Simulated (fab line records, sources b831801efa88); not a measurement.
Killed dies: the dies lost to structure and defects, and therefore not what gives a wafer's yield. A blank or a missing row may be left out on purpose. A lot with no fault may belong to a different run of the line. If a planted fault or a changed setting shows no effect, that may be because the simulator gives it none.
fab line records	flow sky130
[record] lots = 6	wafers = 18	last_day = 49
route steps=708 shown METAL5@671 PASSIVATION@681 PAD_OPEN@708
lots with no fault: from the same line, run without faults
start_h: hours from the record's opening day to when the first of the lot's shown wafers began	wait_h: hours elapsed since this lot's preceding step	" unchanged from the row above	L1.1+2: a single row standing in for several wafers	- no value, or no start was given	* or withheld: withheld	< > ~ a bound
route shown NAME@n: NAME is a module with steps in the file, n the number in the route of the first one	usual: mean and standard deviation over wafers with no fault	same: alike in all rows	chamber/n: place in a boat	sites: the reading at each site	_std_site: the standard deviation of these	_edge_site: outer sites' mean less inner sites'	radius_mm: how far each site lies from the wafer's centre	mask NAME#n: copy n	behind: tool/chamber where the wafer was last shaped	hold: cause of the lot's hold/its duration in hours/its outcome	device: whichever transistor did not switch (one of n, p or np)	end of line: the tests these same wafers got at the end of their route	a step without rows: its recipe alone	killed: count of dies lost to structure and defects at first sort (not the wafer's yield)	map: per-die view of a wafer (x killed, . not killed, _ where there is no die)
set.NAME: the run value of the setting; set.NAME@STEP: its run value at that earlier step	model.NAME: the simulator's own value behind a step, which no gauge read
a table for each step, a row for each wafer; lots at some steps of the route
services: from which hour (start_h, from the record's first day; less than 0 if before it) a tool's chamber was out of use, for how many hours, and why
[[steps]]
[step SKY_METAL5_SOFTBAKE_10]
[recipe] temp_c = 90	time_s = 60	resist = NOVOLAK
[step SKY_METAL5_EXPOSE_11]
[recipe] mask_id = MM5	na = 0.6	source_shape = conventional	sigma_outer = 0.6	polarization = unpolarized	target_cd_nm = 1600	dose_mj = 190
[step SKY_METAL5_PEB_12]
[recipe] temp_c = withheld	time_s = *	resist = NOVOLAK
[step SKY_METAL5_DEVELOP_13]
[recipe] resist = NOVOLAK	developer = TMAH	develop_time_s = 60	dev_temp_c = 23
[step SKY_METAL5_DESCUM_14]
[recipe] chemistry = O2	source_power_w = 150	bias_power_w = 0	pressure_mtorr = 10	temp_c = 40	time_s = 11
[usual] drypump_motor_current_A = 5.4/0.67	he_backside_leak_sccm = 3.32/0.23	oes_product_au = 1.001/0.0087	temp_c = 40.01/0.12
lot.wafer	tool	chamber	start_h	wait_h	drypump_motor_current_A	he_backside_leak_sccm	oes_product_au	rf_hours_counter_h	temp_c
L206.4	rie_metal-02	0	1067.52	0.1	4.9	3.49	1.010	-	40.19
L206.5	"	1	"	"	6.1	3.32	0.986	-	40.06
L206.6	"	0	"	"	4.9	3.63	1.008	-	39.95
L210.2	rie_metal-03	1	1093.47	0.1	4.9	3.60	0.991	12	40.02
L210.3	"	0	"	"	5.3	3.53	0.995	-	39.97
L210.5	"	0	"	"	5.3	3.59	1.016	-	40.10
L212.3	rie_metal-03	1	1107.62	0.1	4.9	3.27	0.997	-	39.95
L212.4	"	0	"	"	5.3	3.35	0.988	-	39.89
L212.5	"	1	"	"	4.9	3.21	0.992	-	40.00
L214.1	rie_metal-01	0	1121.31	0.1	6.3	2.98	1.003	23	39.89
L214.4	"	0	"	"	6.3	3.24	0.999	-	39.96
L214.6	"	1	"	"	4.7	3.18	0.983	-	39.88
L218.2	rie_metal-01	0	1143.98	0.1	6.3	3.18	1.015	24	39.87
L218.3	"	0	"	"	6.4	3.05	1.016	-	39.84
L218.4	"	1	"	"	4.7	3.13	0.989	-	39.95
L219.1	rie_metal-01	0	1145.09	0.1	6.4	3.20	1.014	24	40.07
L219.2	"	1	"	"	4.7	2.90	1.003	12	40.01
L219.6	"	1	"	"	4.7	3.09	1.008	-	40.07
[step SKY_METAL5_METAL_ETCH_15]
[recipe] target_depth_a = 12600	stop_on = SiO2	over_etch_frac = 0.2	time_s = 252	chemistry = Cl2/BCl3	resist_sidewall_deg = 86	pressure_mtorr = 10	icp_w = 900	bias_w = 48.5	Cl2_flow_sccm = 60	bcl3_flow_sccm = 30
[usual] drypump_motor_current_A = 5.4/0.67	he_backside_leak_sccm = 3.3/0.32	oes_product_au = 0.894/0.0045	throttle_valve_pct = 22.266/0.0091
lot.wafer	tool	chamber	start_h	wait_h	drypump_motor_current_A	he_backside_leak_sccm	oes_product_au	rf_hours_counter_h	throttle_valve_pct
L206.4	rie_metal-02	0	1067.62	0.1	5.0	3.5	0.896	-	22.266
L206.5	"	1	"	"	6.1	3.5	0.894	-	22.285
L206.6	"	0	"	"	4.9	3.6	0.897	-	22.262
L210.2	rie_metal-03	1	1093.51	0.0	5.0	3.1	0.893	12	22.251
L210.3	"	0	"	"	5.3	3.3	0.896	-	22.269
L210.5	"	0	"	"	5.3	3.4	0.904	-	22.258
L212.3	rie_metal-03	1	1107.72	0.1	4.9	3.2	0.893	-	22.268
L212.4	"	0	"	"	5.3	3.4	0.894	-	22.273
L212.5	"	1	"	"	5.0	3.1	0.895	-	22.270
L214.1	rie_metal-01	0	1121.34	0.0	6.3	3.0	0.901	23	22.273
L214.4	"	0	"	"	6.3	3.2	0.896	-	22.266
L214.6	"	1	"	"	4.7	3.4	0.892	-	22.267
L218.2	rie_metal-01	0	1144.01	0.0	6.3	3.2	0.899	24	22.272
L218.3	"	0	"	"	6.3	3.0	0.891	-	22.271
L218.4	"	1	"	"	4.7	3.2	0.891	-	22.265
L219.1	rie_metal-01	0	1145.12	0.0	6.3	3.1	0.900	25	22.268
L219.2	"	1	"	"	4.7	2.9	0.895	12	22.256
L219.6	"	1	"	"	4.7	2.9	0.894	-	22.268
[step SKY_METAL5_STRIP_16]
[recipe] chemistry = O2/N2	power_w = 1400	pressure_mtorr = 1500	platen_temp_c = withheld	o2_flow_sccm = 3000	n2_flow_sccm = 300	overash_fraction = 0.5
[usual] drypump_motor_current_A = 6.0/0.43	oes_product_au = 0.710/0.0047	strip_time_to_endpoint_s = 13.04/0.12
lot.wafer	tool	chamber	start_h	wait_h	drypump_motor_current_A	oes_product_au	rf_hours_counter_h	strip_time_to_endpoint_s
L206.4	plasma_asher-04	1	1067.81	0.1	6.3	0.709	-	12.85
L206.5	"	1	"	"	6.3	0.716	-	13.07
L206.6	"	0	"	"	6.5	0.703	-	12.92
L210.2	plasma_asher-02	1	1093.74	0.2	5.9	0.712	64	13.16
L210.3	"	1	"	"	5.9	0.714	-	13.02
L210.5	"	0	"	"	5.5	0.708	-	13.00
L212.3	plasma_asher-04	1	1107.91	0.1	6.3	0.712	-	13.12
L212.4	"	0	"	"	6.5	0.705	-	13.01
L212.5	"	1	"	"	6.3	0.711	-	13.08
L214.1	plasma_asher-02	1	1121.58	0.2	5.9	0.711	67	12.90
L214.4	"	1	"	"	6.0	0.712	-	12.91
L214.6	"	1	"	"	5.9	0.704	-	13.23
L218.2	plasma_asher-01	0	1144.24	0.2	5.1	0.706	103	12.84
L218.3	"	0	"	"	5.1	0.709	-	12.79
L218.4	"	1	"	"	5.6	0.716	-	13.05
L219.1	plasma_asher-02	0	1145.36	0.2	5.5	0.699	69	12.97
L219.2	"	1	"	"	6.0	0.711	69	13.23
L219.6	"	0	"	"	5.5	0.707	-	13.07
[step SKY_METAL5_STRIP_17]
[recipe] chemistry = post_etch_residue_remover	time_s = 1200	temp_c = 72.5
[step SKY_METAL5_CLEAN_18]
[recipe] chemistry = IPA	time_s = 180	temp_c = 25
[step SKY_METAL5_CLEAN_19]
[recipe] chemistry = O3/DIW	dry = n2_spin
[step SKY_PASSIVATION_CVD_00]
[recipe] material = SiO2	target_thk_nm = 90	temp_c = 400	time_s = withheld	rf_w = 600
[usual] heater_power_w = 685/84
lot.wafer	tool	chamber	start_h	wait_h	heater_power_w
L206.4	pecvd-01	2	1068.38	0.0	702
L206.5	"	0	"	"	701
L206.6	"	1	"	"	790
L210.2	pecvd-02	0	1094.34	0.0	574
L210.3	"	1	"	"	722
L210.5	"	0	"	"	573
L212.3	pecvd-01	1	1108.81	0.0	793
L212.4	"	0	"	"	874
L212.5	"	2	"	"	630
L214.1	pecvd-03	0	1122.31	0.0	544
L214.4	"	0	"	"	557
L214.6	"	2	"	"	579
L218.2	pecvd-01	1	1144.84	0.0	771
L218.3	"	1	"	"	752
L218.4	"	2	"	"	648
L219.1	pecvd-02	2	1145.96	0.0	777
L219.2	"	1	"	"	627
L219.6	"	1	"	"	647
[step SKY_PASSIVATION_THK_MEAS_01]
[recipe] reads = SiO2_of_PASSIVATION_CVD_00
[usual] PASSIVATION_CVD_00_THK = 90.1/1.2
lot.wafer	tool	chamber	start_h	wait_h	PASSIVATION_CVD_00_THK[nm]
L206.4	film_metro-03	-	1068.42	-	92.0
L206.5	"	-	"	"	93.4
L206.6	"	-	"	"	91.5
L210.2	film_metro-03	-	1094.37	-	89.4
L210.3	"	-	"	"	87.4
L210.5	"	-	"	"	89.4
L212.3	film_metro-01	-	1108.85	-	89.2
L212.4	"	-	"	"	92.7
L212.5	"	-	"	"	90.4
L214.1	film_metro-03	-	1122.33	-	90.3
L214.4	"	-	"	"	92.4
L214.6	"	-	"	"	91.7
L218.2	film_metro-02	-	1144.88	-	88.6
L218.3	"	-	"	"	90.2
L218.4	"	-	"	"	90.9
L219.1	film_metro-01	-	1145.98	-	90.9
L219.2	"	-	"	"	89.4
L219.6	"	-	"	"	91.3
[step SKY_PASSIVATION_CVD_02]
[recipe] material = Si3N4	target_thk_nm = 540	temp_c = 400	time_s = withheld	rf_w = 450
[usual] heater_power_w = 745/76
lot.wafer	tool	chamber	start_h	wait_h	heater_power_w
L206.4	pecvd-02	2	1068.56	0.1	793
L206.5	"	0	"	"	732
L206.6	"	1	"	"	761
L210.2	pecvd-01	1	1094.42	0.0	782
L210.3	"	2	"	"	813
L210.5	"	0	"	"	804
L212.3	pecvd-02	1	1108.89	0.0	799
L212.4	"	1	"	"	638
L212.5	"	0	"	"	683
L214.1	pecvd-02	2	1122.39	0.1	776
L214.4	"	0	"	"	664
L214.6	"	1	"	"	705
L218.2	pecvd-03	0	1144.93	0.0	678
L218.3	"	2	"	"	788
L218.4	"	2	"	"	623
L219.1	pecvd-01	2	1146.04	0.1	791
L219.2	"	1	"	"	813
L219.6	"	0	"	"	900
[step SKY_PASSIVATION_THK_MEAS_03]
[recipe] reads = Si3N4_of_PASSIVATION_CVD_02
[usual] PASSIVATION_CVD_02_THK = 540/7.3
lot.wafer	tool	chamber	start_h	wait_h	PASSIVATION_CVD_02_THK[nm]
L206.4	film_metro-01	-	1068.71	-	554
L206.5	"	-	"	"	548
L206.6	"	-	"	"	546
L210.2	film_metro-01	-	1094.65	-	533
L210.3	"	-	"	"	528
L210.5	"	-	"	"	533
L212.3	film_metro-02	-	1109.14	-	540
L212.4	"	-	"	"	551
L212.5	"	-	"	"	482
L214.1	film_metro-02	-	1122.62	-	532
L214.4	"	-	"	"	472
L214.6	"	-	"	"	547
L218.2	film_metro-03	-	1145.16	-	538
L218.3	"	-	"	"	529
L218.4	"	-	"	"	548
L219.1	film_metro-03	-	1146.27	-	537
L219.2	"	-	"	"	537
L219.6	"	-	"	"	540
[step SKY_PASSIVATION_DEHYDRATE_04]
[recipe] temp_c = 200	time_s = 60
[step SKY_PASSIVATION_HMDS_05]
[recipe] prime_time_s = 60	prime_temp_c = 120
[step SKY_PASSIVATION_COAT_06]
[recipe] spin_rpm = 2000	resist_thk_nm = 3000
[step SKY_PASSIVATION_SOFTBAKE_07]
[recipe] temp_c = 110	time_s = withheld
[step SKY_PASSIVATION_EXPOSE_08]
[recipe] mask_id = NSM	target_cd_nm = 3000	na = 0.57	dose_mj = 260
[step SKY_PASSIVATION_PEB_09]
[recipe] temp_c = 115	time_s = withheld
[step SKY_PASSIVATION_DEVELOP_10]
[recipe] develop_time_s = 60	dev_temp_c = 23
[step SKY_PASSIVATION_ETCH_11]
[recipe] chemistry = CF4/O2	target_depth_nm = 725	stop_on = AlCu	source_w = 800	bias_w = 150	pressure_mtorr = 150	cf4_flow_sccm = 80	O2_flow_sccm = 10	time_s = 161.1
[usual] drypump_motor_current_A = 5.8/0.36	oes_product_au = 0.977/0.0074	throttle_valve_pct = 5.964/0.0094
lot.wafer	tool	chamber	start_h	wait_h	drypump_motor_current_A	oes_product_au	rf_hours_counter_h	throttle_valve_pct
L206.4	rie_diel-03	2	1089.74	-	5.6	0.976	23	5.957
L206.5	"	2	"	"	5.6	0.981	-	5.981
L206.6	"	1	"	"	6.4	0.990	-	5.972
L210.2	rie_diel-02	0	1115.36	-	5.9	0.965	10	5.947
L210.3	"	2	"	"	5.6	0.959	12	5.960
L210.5	"	3	"	"	5.5	0.970	-	5.952
L212.3	rie_diel-01	0	1128.99	-	5.9	0.974	27	5.971
L212.4	"	3	"	"	5.3	0.991	13	5.972
L212.5	"	0	"	"	5.9	0.927	-	5.945
L214.1	rie_diel-01	2	1141.34	-	6.2	0.966	26	5.985
L214.4	"	3	"	"	5.3	0.926	13	5.957
L214.6	"	3	"	"	5.3	0.989	-	5.955
L218.2	rie_diel-03	1	1162.99	-	6.4	0.979	17	5.962
L218.3	"	2	"	"	5.6	0.966	1	5.953
L218.4	"	0	"	"	6.0	0.979	13	5.959
L219.1	rie_diel-02	3	1165.44	-	5.6	0.972	16	5.947
L219.2	"	0	"	"	6.0	0.970	12	5.977
L219.6	"	2	"	"	5.6	0.976	-	5.953
[step SKY_PASSIVATION_STRIP_12]
[recipe] chemistry = O2/N2	power_w = 1400	pressure_mtorr = 1500	platen_temp_c = withheld	overash_fraction = 0.7	o2_flow_sccm = 3000	n2_flow_sccm = 300
[usual] drypump_motor_current_A = 5.8/0.53	oes_product_au = 0.661/0.0046	strip_time_to_endpoint_s = 31.48/0.14
lot.wafer	tool	chamber	start_h	wait_h	drypump_motor_current_A	oes_product_au	rf_hours_counter_h	strip_time_to_endpoint_s
L206.4	plasma_asher-03	1	1089.88	0.1	6.8	0.666	-	31.68
L206.5	"	0	"	"	5.9	0.665	-	31.77
L206.6	"	1	"	"	6.8	0.660	-	31.47
L210.2	plasma_asher-02	0	1115.47	0.1	5.5	0.661	66	31.58
L210.3	"	0	"	"	5.5	0.651	-	31.39
L210.5	"	1	"	"	5.9	0.664	-	31.45
L212.3	plasma_asher-02	0	1129.13	0.1	5.5	0.660	-	31.50
L212.4	"	1	"	"	5.9	0.663	-	31.51
L212.5	"	1	"	"	5.9	0.657	-	31.42
L214.1	plasma_asher-01	1	1141.44	0.1	5.6	0.663	103	31.50
L214.4	"	1	"	"	5.6	0.654	-	31.49
L214.6	"	1	"	"	5.6	0.668	-	31.55
L218.2	plasma_asher-03	0	1163.09	0.1	5.9	0.655	10	31.35
L218.3	"	0	"	"	5.9	0.645	-	31.54
L218.4	"	1	"	"	6.8	0.669	-	31.72
L219.1	plasma_asher-01	0	1165.54	0.1	5.1	0.663	105	31.45
L219.2	"	1	"	"	5.5	0.663	105	31.50
L219.6	"	1	"	"	5.6	0.661	-	31.20
[step SKY_PAD_OPEN_PROBE_99]
[usual] defect_limited_yield = 82.1/2	killed_at_M0_to_M3 = 43/6.4	killed_at_M4_up = 3.2/1.8	killed_at_contacts = 25/5.5	killed_at_front_end = 16/5.2	killed_at_other = 0.3/0.49	killed_dies = 88/10	killed_open = 48/7	killed_short = 40/7.1	sort_bin_3_pad_short = 0.9/0.42	sort_bin_5_function = 10.5/1.6	sort_bin_6_memory = 6.5/1.2	sort_n_pass = 404/10	sort_yield_pct = 82.1/2
[same] gross_dies = 492	killed_at_back_side = 0	sort_bin_4_leakage[%] = 0	sort_bin_8_speed[%] = 0
lot.wafer	tool	chamber	start_h	wait_h	defect_limited_yield[%]	killed_at_M0_to_M3	killed_at_M4_up	killed_at_contacts	killed_at_front_end	killed_at_other	killed_dies	killed_open	killed_short	sort_bin_3_pad_short[%]	sort_bin_5_function[%]	sort_bin_6_memory[%]	sort_n_pass	sort_yield_pct[%]
L206.4	prober-01	-	1112.54	0.2	81.1	44	5	26	18	0	93	49	44	1.0	13.4	4.5	399	81.1
L206.5	prober-01	-	1112.59	0.2	83.3	40	4	20	17	1	82	42	40	1.2	9.8	5.7	410	83.3
L206.6	prober-01	-	1112.64	0.2	80.1	50	3	32	13	0	98	51	47	1.4	11.4	7.1	394	80.1
L212.3	prober-02	-	1150.25	0.2	79.9	49	5	27	17	1	99	59	40	1.2	10.0	8.9	393	79.9
L212.4	prober-02	-	1150.30	0.2	83.5	42	2	18	19	0	81	40	41	0.4	10.0	6.1	411	83.5
L212.5	prober-02	-	1150.35	0.2	79.3	51	8	22	21	0	102	53	49	1.0	13.6	6.1	390	79.3
L218.2	prober-01	-	1181.88	0.1	82.1	39	4	32	13	0	88	54	34	0.6	13.0	4.3	404	82.1
L218.3	prober-01	-	1181.93	0.2	85.6	37	3	19	12	0	71	37	34	0.6	8.7	5.1	421	85.6
L218.4	prober-01	-	1181.98	0.2	81.1	43	2	34	14	0	93	53	40	1.0	10.2	7.7	399	81.1
L219.1	prober-02	-	1185.57	0.1	77.6	61	1	28	20	0	110	65	45	1.6	11.2	9.6	382	77.6
L219.2	prober-02	-	1185.62	0.1	83.3	40	3	26	12	1	82	47	35	1.2	9.8	5.7	410	83.3
L219.6	prober-02	-	1185.82	0.2	82.9	34	4	27	19	0	84	43	41	1.0	10.0	6.1	408	82.9
// killed by level:class
L206.4 VIA3:geometric_particle:open=10 METAL1:geometric_particle:short=8 CONTACT:geometric_particle:open=7 LOCAL_INTERCONNECT:geometric_particle:short=6 CONTACT:geometric_particle:short=6 VIA1:geometric_particle:open=6 VIA2:geometric_particle:open=6 FIELD_ISO:geometric_particle:open=4
L206.5 CONTACT:geometric_particle:open=8 METAL1:geometric_particle:short=7 VIA3:geometric_particle:open=7 LOCAL_INTERCONNECT:geometric_particle:short=5 VIA2:geometric_particle:short=5 VIA2:geometric_particle:open=5 FIELD_ISO:geometric_particle:open=4 SPACER:geometric_particle:open=4
L206.6 METAL1:geometric_particle:short=10 VIA1:geometric_particle:open=10 CONTACT:geometric_particle:open=9 LI_CONTACT:geometric_particle:open=8 VIA3:geometric_particle:open=8 LOCAL_INTERCONNECT:geometric_particle:short=7 CONTACT:geometric_particle:short=6 METAL2:geometric_particle:short=6
L212.3 VIA1:geometric_particle:open=15 CONTACT:geometric_particle:open=10 LI_CONTACT:geometric_particle:open=9 VIA2:geometric_particle:open=9 FIELD_ISO:geometric_particle:short=6 VIA3:geometric_particle:open=6 METAL2:geometric_particle:short=5 METAL4:geometric_particle:short=5
L212.4 FIELD_ISO:geometric_particle:short=8 VIA1:geometric_particle:open=8 VIA3:geometric_particle:open=7 CONTACT:geometric_particle:short=6 VIA1:geometric_particle:short=6 FIELD_ISO:geometric_particle:open=5 VIA2:geometric_particle:open=5 METAL3:geometric_particle:short=5
L212.5 VIA1:geometric_particle:open=12 VIA2:geometric_particle:open=10 VIA1:geometric_particle:short=8 FIELD_ISO:geometric_particle:open=6 CONTACT:geometric_particle:open=5 CONTACT:geometric_particle:short=5 LI_CONTACT:geometric_particle:open=5 LOCAL_INTERCONNECT:geometric_particle:short=5
L218.2 CONTACT:geometric_particle:open=14 VIA1:geometric_particle:open=11 CONTACT:geometric_particle:short=7 VIA2:geometric_particle:open=7 LI_CONTACT:geometric_particle:open=6 FIELD_ISO:geometric_particle:open=5 METAL2:geometric_particle:short=5 METAL1:geometric_particle:short=4
L218.3 VIA1:geometric_particle:open=11 CONTACT:geometric_particle:short=9 METAL1:geometric_particle:short=5 CONTACT:geometric_particle:open=5 SPACER:geometric_particle:open=4 VIA1:geometric_particle:short=4 VIA3:geometric_particle:open=4 FIELD_ISO:geometric_particle:short=3
L218.4 CONTACT:geometric_particle:open=16 LI_CONTACT:geometric_particle:open=7 VIA1:geometric_particle:open=7 CONTACT:geometric_particle:short=6 METAL1:geometric_particle:short=6 METAL2:geometric_particle:short=6 POLY_GATE:geometric_particle:short=5 VIA1:geometric_particle:short=4
L219.1 VIA2:geometric_particle:open=19 METAL1:geometric_particle:short=11 LOCAL_INTERCONNECT:geometric_particle:short=7 VIA3:geometric_particle:open=7 FIELD_ISO:geometric_particle:open=6 LI_CONTACT:geometric_particle:open=6 VIA1:geometric_particle:open=6 VIA1:geometric_particle:short=5
L219.2 CONTACT:geometric_particle:open=11 VIA3:geometric_particle:open=9 CONTACT:geometric_particle:short=7 VIA2:geometric_particle:open=7 VIA1:geometric_particle:open=5 LI_CONTACT:geometric_particle:open=5 METAL3:geometric_particle:short=5 FIELD_ISO:geometric_particle:open=4
L219.6 CONTACT:geometric_particle:open=11 LI_CONTACT:geometric_particle:open=7 VIA2:geometric_particle:open=7 POLY_GATE:geometric_particle:short=5 CONTACT:geometric_particle:short=5 VIA1:geometric_particle:open=5 FIELD_ISO:geometric_particle:short=4 VIA3:geometric_particle:short=4
[[services]]
tool	chamber	start_h	hours	kind
plasma_asher-02	-	1049.89	0.4	repair
pecvd-03	0	1050.40	5.5	scheduled_down
plasma_asher-03	-	1055.25	9.0	pm
plasma_asher-03	-	1060.51	4.1	repair
rie_metal-03	-	1061.44	1.4	pm
plasma_asher-02	-	1065.85	1.3	repair
plasma_asher-02	-	1067.16	6.9	repair
pecvd-03	2	1070.91	2.9	repair
rie_diel-01	3	1081.72	10.1	repair
rie_diel-03	0	1102.90	1.5	repair
rie_metal-02	-	1106.79	1.4	pm
pecvd-01	-	1112.87	1.3	repair
rie_metal-01	-	1115.43	1.4	pm
pecvd-01	2	1118.06	5.5	scheduled_down
rie_metal-01	-	1122.66	2.4	repair
pecvd-02	2	1124.47	11.4	repair
pecvd-02	1	1128.05	2.1	scheduled_down
pecvd-03	2	1136.11	3.2	repair
pecvd-03	0	1139.15	5.2	repair
rie_diel-02	-	1139.91	1.6	repair
pecvd-01	0	1140.46	5.5	scheduled_down
rie_diel-03	2	1151.04	10.2	repair
rie_diel-01	-	1154.01	14.6	pm
pecvd-01	0	1162.78	2.1	scheduled_down
[[key]]
[first_sign] step = SKY_PASSIVATION_THK_MEAS_03	reading = PASSIVATION_CVD_02_THK	direction = down	sigmas = 8.5	usual = 540	struck = 477
[effect] step = SKY_PASSIVATION_ETCH_11	reading = oes_product_au	direction = down	sigmas = 6.9	usual = 0.977	struck = 0.926
met_at SKY_PASSIVATION_CVD_02
struck_wafers L212.5,L214.4
onset_between 1068.56 1108.89
[fault] kind = site_profile_drift	tool = pecvd-02	chamber = 0	onset_h = 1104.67	steps = SKY_PASSIVATION_CVD_02	basis = fraction	max_abs_drift = 0.288	slope_share_per_hr = 64	site_pattern = 0,0,0,0,0,-1,-1,-1,-1
